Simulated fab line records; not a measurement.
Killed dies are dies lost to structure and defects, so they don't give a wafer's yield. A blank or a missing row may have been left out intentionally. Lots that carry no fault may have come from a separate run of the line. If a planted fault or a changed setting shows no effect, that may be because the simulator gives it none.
Problem report, 8D (eight disciplines) form, completed by code -- flow sky130 -- the parts of the form that need people (team, actions taken, sign-off) are left out

== 1. WHAT IS WRONG ==
Mean of strip_time_to_endpoint_s at SKY_LDD_P_STRIP_10: 15.26 s across 6 wafers in 2 lots; on wafers with no fault it is 14.17 s (standard deviation 0.039). That is +28 standard deviations from the usual mean.
The step: strips in O2/N2.
The first sign was on wafer L833.2 at day 21 21:19, on plasma_asher-03. The record has a number at this step for 39 wafers belonging to 13 lots. By rule, "out" or "out of limits" means more than 4 standard deviations away from the usual mean. All remaining wafers that have a number are taken as sound.

== 2. WHAT IT IS, AND WHAT IT ISN'T ==
question,is,is not
which readings at this step,strip_time_to_endpoint_s,"drypump_motor_current_A, oes_product_au"
which lots,"L833, L835","L829, L830, L831, L832, L836, L840, L844, L846, L847, L848, L849"
which wafers of those lots,all that have a number,-
read on which tools,plasma_asher-03,"plasma_asher-01, plasma_asher-04"
when,from day 21 21:19,"up to then (12 sound wafers); but 21 sound wafers of L836, L840, L844, L846, L847, L848, L849 came after"

== 3. WHAT RULES OUT EACH SUSPECT ==
Counting: a tool at a process step up to the reading stays a suspect if it ran every lot that is out and no sound lot after the first of them.
- litho_track-04 at SKY_LDD_P_COAT_02 (resist thk 1140 nm): ruled out as a lasting fault. Sound lots L847, L849 ran on it after its first lot that is out, L833 (day 21 05:55).
- plasma_asher-03 at SKY_LDD_P_STRIP_10 (strips in O2/N2): ruled out as a lasting fault. Sound lots L836, L844, L846, L847 ran on it after its first lot that is out, L833 (day 21 21:19).
Left after counting: nothing in the record.

== 4. THE CAUSE (what the simulator had put in) ==
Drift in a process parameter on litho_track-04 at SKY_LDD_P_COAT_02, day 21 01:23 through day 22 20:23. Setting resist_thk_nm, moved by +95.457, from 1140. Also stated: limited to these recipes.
Counting ruled it out, wrongly: the rule takes a fault to strike every lot that its tool runs from its start on, and this one did not.

== 5. THE CHAIN OF EFFECTS, in route order ==
One row per reading whose mean, taken over the struck wafers that have a number, lies over 3 standard deviations from the usual. Only readings whose record carries a usual standard deviation are examined. hours: median over the lots of the time between each lot's start at the first step of this table that gives one and its start at this step. sigmas: the change, counted in usual standard deviations.
hours,step,reading,usual,on struck wafers,change,sigmas
0,SKY_LDD_P_STRIP_10,strip_time_to_endpoint_s,14.17 s,15.26,+1.09,+28
The process steps in it:
- SKY_LDD_P_STRIP_10: strips in O2/N2.
At these later measuring or inspecting steps, every struck wafer for which the step has a row has a number for every such reading, and none has moved that far: SKY_LDD_HVP_OVL_MEAS_07.

== 6. HOW IT WOULD HAVE BEEN CAUGHT EARLIER ==
In this record no reading fell out of limits until day 21 21:19, 20 hours after the fault had begun at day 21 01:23.
